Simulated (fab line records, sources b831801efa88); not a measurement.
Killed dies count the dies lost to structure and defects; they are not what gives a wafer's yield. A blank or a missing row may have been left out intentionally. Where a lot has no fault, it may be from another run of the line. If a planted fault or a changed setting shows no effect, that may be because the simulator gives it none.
A lot that was struck, set against a sound lot || flow sky130 || 15 steps out of a route of 708
Sound: wafers L257.3, L257.4, L257.6. Struck: wafers L253.1, L253.2, L253.5. At the end, the cause is stated.
At each step with rows: each side's tool, then ch and its chambers, then its first start. Under that, the readings that differ: sound wafers || struck wafers || difference of the means || sigmas: that difference in standard deviations of wafers without a fault.
alike: same words and numbers on both sides, and readings whose means sit less than 2 such deviations apart. not compared: any withheld reading, any reading some wafer has no value for, any bound like >300 that may hide the same value, and any number with overlapping values for which the record gives no deviation.
The two part at a step that has a row with sigmas, a row that says differs or no value, or rows on one side only. Non-overlapping numbers with no deviation appear without sigmas and do not part them. A reading that every wafer of one side lacks parts them only if that side has two wafers or more.

first, 4 steps without rows for these wafers: SKY_VIA2_SOFTBAKE_08 (time 90 s); SKY_VIA2_EXPOSE_09 (exposes mask VIM2, target cd 200 nm); SKY_VIA2_PEB_10; SKY_VIA2_DEVELOP_11 (develop time 60 s).
SKY_VIA2_CD_MEAS_12: the cd target is 200 nm.
  sound: cd_sem-02 at day 41 10:28; struck: cd_sem-02 at day 40 03:56
  alike: cd_nm
SKY_VIA2_OVL_MEAS_13:
  sound: overlay-01 at day 41 10:34; struck: overlay-02 at day 40 04:03
  alike: VIA2_OVL
SKY_VIA2_ETCH_14: etches BARC in N2/H2, stops on SiO2, time 45.9 s, target depth 60 nm.
  sound on rie_diel-04 ch 1,3, day 41 10:35; struck on rie_diel-02 ch 1,2, day 40 04:05
  alike: drypump_motor_current_A, oes_product_au, throttle_valve_pct
  not compared: rf_hours_counter_h
SKY_VIA2_ETCH_15: etches SiO2 in C4F8/O2/Ar, stops on TiN, target depth 546 nm, time 84 s.
  sound on rie_diel-04 ch 1,3, day 41 10:38; struck on rie_diel-02 ch 1,2, day 40 04:08
  alike: oes_product_au
  not compared: rf_hours_counter_h
SKY_VIA2_STRIP_16: strips in O2/N2.
  sound on plasma_asher-02 ch 0,1, day 41 10:44; struck on plasma_asher-01 ch 0,1, day 40 04:11
  alike: drypump_motor_current_A, oes_product_au, strip_time_to_endpoint_s
  not compared: rf_hours_counter_h
then, 3 steps without rows for these wafers: SKY_VIA2_STRIP_17 (strips in post etch residue remover, time 1200 s); SKY_VIA2_CLEAN_18 (cleans in IPA, time 180 s); SKY_VIA2_CLEAN_19 (cleans in O3/DIW).
SKY_VIA2_SPUTTER_20: material TiN, target thk 20 nm, time 80 s.
  sound: pvd_sputter-03 at day 41 11:23; struck: pvd_sputter-02 at day 40 04:47
{"reading": "cathode_dc_power_W (W)", "sound": "4000.4 3999.0 4000.4", "struck": "3627.1 3626.3 3624.7", "difference": -373.9, "sigmas": "-99 or more"}
{"reading": "model.TiN_of_VIA2_SPUTTER_20.thk_nm (nm)", "sound": "20.23 20.25 20.32", "struck": "18.03 18.14 18.12", "difference": -2.17, "sigmas": ""}
  alike: throttle_valve_pct
SKY_VIA2_CVD_21: deposits W, target thk 420 nm, time 126.4 s.
  sound on cvd_w-02 ch 0,1, day 41 11:29; struck on cvd_w-02 ch 0,1, day 40 04:51
  alike: heater_power_w
-- the record jumps here: 9 days lie between the struck wafers' starts before and after (it left off in module VIA2 and takes up again in module PAD_OPEN, whose first step shown is number 708 of the route) --
SKY_PAD_OPEN_PROBE_99:
  record: rows for the struck wafers here (prober-01, day 48 19:28), none for the sound ones

WHERE THEY PART
Earliest at SKY_VIA2_SPUTTER_20; latest, in this record, at SKY_PAD_OPEN_PROBE_99.

WHY: the cause the simulator had injected
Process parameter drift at SKY_VIA2_SPUTTER_20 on pvd_sputter-02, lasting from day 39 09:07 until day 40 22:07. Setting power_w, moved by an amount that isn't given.
